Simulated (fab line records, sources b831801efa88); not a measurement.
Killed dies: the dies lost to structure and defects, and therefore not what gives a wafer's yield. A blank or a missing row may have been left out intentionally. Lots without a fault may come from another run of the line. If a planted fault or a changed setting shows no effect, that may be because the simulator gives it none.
What tool caused it? + flow gf180mcu + 42 wafers from 14 lots sampled at 3 of the route's 602 steps

## WHAT THE GAUGES READ, wafer by wafer
GF_SAB_CD_MEAS_09: target cd 420 nm.
| lot  | measured     | on       | cdNm (nm)         |
|------|--------------|----------|-------------------|
| L711 | day 15 19:10 | cdSem-02 | 424.6 422.3 421.7 |
| L712 | day 16 05:55 | cdSem-01 | 419.1 422.0 422.2 |
| L713 | day 16 17:01 | cdSem-01 | 418.8 420.3 421.9 |
| L714 | day 16 20:48 | cdSem-01 | 419.6 424.6 419.8 |
| L715 | day 17 11:54 | cdSem-02 | 424.9 423.7 422.6 |
| L716 | day 17 21:39 | cdSem-01 | 421.5 423.4 423.9 |
| L717 | day 18 03:37 | cdSem-01 | 416.6 418.0 420.2 |
| L719 | day 18 23:59 | cdSem-01 | 417.4 417.8 418.2 |
| L721 | day 19 14:08 | cdSem-01 | 421.4 421.1 424.0 |
| L722 | day 19 22:34 | cdSem-01 | 423.0 422.3 425.0 |
| L725 | day 21 04:28 | cdSem-02 | 420.7 420.0 420.7 |
| L726 | day 21 06:32 | cdSem-01 | 422.6 424.0 421.3 |

## TOOL THAT RAN EACH LOT (tool first, then ch and the chambers of the sampled wafers, then the start)
| lot  | GF_STI_OXIDATION_01          | GF_PSD_RTA_13                   |
|------|------------------------------|---------------------------------|
| L711 | furnace-02 ch 0, day 1 21:21 | rtpAnneal-01 ch 0, day 14 21:42 |
| L712 | furnace-02 ch 0, day 2 01:07 | rtpAnneal-02 ch 0, day 15 07:31 |
| L713 | furnace-02 ch 0, day 2 06:07 | rtpAnneal-02 ch 0, day 15 17:49 |
| L714 | furnace-02 ch 0, day 2 11:08 | rtpAnneal-02 ch 0, day 15 21:17 |
| L715 | furnace-01 ch 0, day 2 16:07 | rtpAnneal-02 ch 0, day 16 13:04 |
| L716 | furnace-01 ch 0, day 2 21:12 | rtpAnneal-01 ch 0, day 16 21:52 |
| L717 | furnace-01 ch 0, day 3 02:42 | rtpAnneal-01 ch 0, day 17 04:26 |
| L719 | furnace-01 ch 0, day 3 12:52 | rtpAnneal-01 ch 0, day 17 23:22 |
| L721 | furnace-01 ch 0, day 3 22:07 | rtpAnneal-01 ch 0, day 18 14:07 |
| L722 | furnace-02 ch 0, day 4 03:27 | rtpAnneal-01 ch 0, day 18 22:37 |
| L725 | furnace-02 ch 0, day 4 18:07 | rtpAnneal-02 ch 0, day 20 04:28 |
| L726 | furnace-02 ch 0, day 5 00:01 | rtpAnneal-02 ch 0, day 20 06:37 |
| L731 | furnace-02, day 6 00:07      | -                               |
| L732 | furnace-02, day 6 05:07      | -                               |
- GF_STI_OXIDATION_01: stabilise 600 s, purge 300 s, target thk 10 nm.
- GF_PSD_RTA_13: time 20 s.

## AS READ BY THE TOOLS THEMSELVES (means over the sampled wafers that have a number; for cases with no such wafer, the mark the record gives instead)
GF_STI_OXIDATION_01.
| lot  | tool       | oxTempC (C) | oxTempCMax |
|------|------------|-------------|------------|
| L711 | furnace-02 | 893.3       | 895.9      |
| L712 | furnace-02 | 893.0       | 895.8      |
| L713 | furnace-02 | 892.6       | 894.8      |
| L714 | furnace-02 | 892.9       | 895.5      |
| L715 | furnace-01 | 892.8       | 898.0      |
| L716 | furnace-01 | 892.9       | 897.4      |
| L717 | furnace-01 | 892.1       | 898.4      |
| L719 | furnace-01 | 893.1       | 897.5      |
| L721 | furnace-01 | 892.5       | 897.4      |
| L722 | furnace-02 | 892.8       | 895.3      |
| L725 | furnace-02 | 892.7       | 895.6      |
| L726 | furnace-02 | 893.2       | 895.7      |
| L731 | furnace-02 | -           | -          |
| L732 | furnace-02 | -           | -          |

GF_PSD_RTA_13.
| lot  | tool         | lampPowerPct (%) | wafer_temp_C_max |
|------|--------------|------------------|------------------|
| L711 | rtpAnneal-01 | 32               | 1028.8           |
| L712 | rtpAnneal-02 | 42               | 1032.4           |
| L713 | rtpAnneal-02 | 42               | 1032.8           |
| L714 | rtpAnneal-02 | 42               | 1032.3           |
| L715 | rtpAnneal-02 | 42               | 1033.8           |
| L716 | rtpAnneal-01 | 32               | 1028.5           |
| L717 | rtpAnneal-01 | 32               | 1028.1           |
| L719 | rtpAnneal-01 | 32               | 1028.3           |
| L721 | rtpAnneal-01 | 32               | 1030.0           |
| L722 | rtpAnneal-01 | 32               | 1028.8           |
| L725 | rtpAnneal-02 | 42               | 1032.0           |
| L726 | rtpAnneal-02 | 42               | 1031.9           |

## THE ANSWER, worked out from the rows above alone
Rule: the usual values come from the lots themselves. Put in order of their means at a reading, lots are off if they are a third of the lots or fewer, leave a main group of 4 or more, and stand apart from it by a gap of 3 or more times the standard deviation of the main group's means; of several such gaps the widest counts. If all means in a main group match to the digits the tables above print for the reading, that group is not used. Also off: a lot with no number at a reading for which 4 or more lots have one. All remaining lots with rows at the step are treated as sound. Order of review: gauges by route order, followed by the tools' own readings, for which a lot's mean as printed above is used. The first step at which some lot is off is used, and at that step the reading that is off furthest; a lot without a number counts as furthest.
Off, at GF_STI_OXIDATION_01 on oxTempC: L731, L732. Without a number there: L731, L732. Mean 892.8 C and standard deviation 0.31 in the main group.
If a tool, at that step or one of the process steps before it, ran each lot that is off and ran no sound lot following the first of them, it fits. One fits: furnace-02 at GF_STI_OXIDATION_01. Its last sound lot is L726 (day 5 00:01), its first lot that is off L731 (day 6 00:07): a fault that began between those two fits.
Blank at GF_STI_OXIDATION_01 on the lots that are off, where sound lots have numbers: oxTempC, oxTempCMax.

## WHAT THE SIMULATOR HAD PUT IN
Whole step skipped at GF_STI_OXIDATION_01 on furnace-02, starting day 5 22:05. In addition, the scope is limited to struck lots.
Lots struck among those shown: L731, L732. The same result came from the rule above.
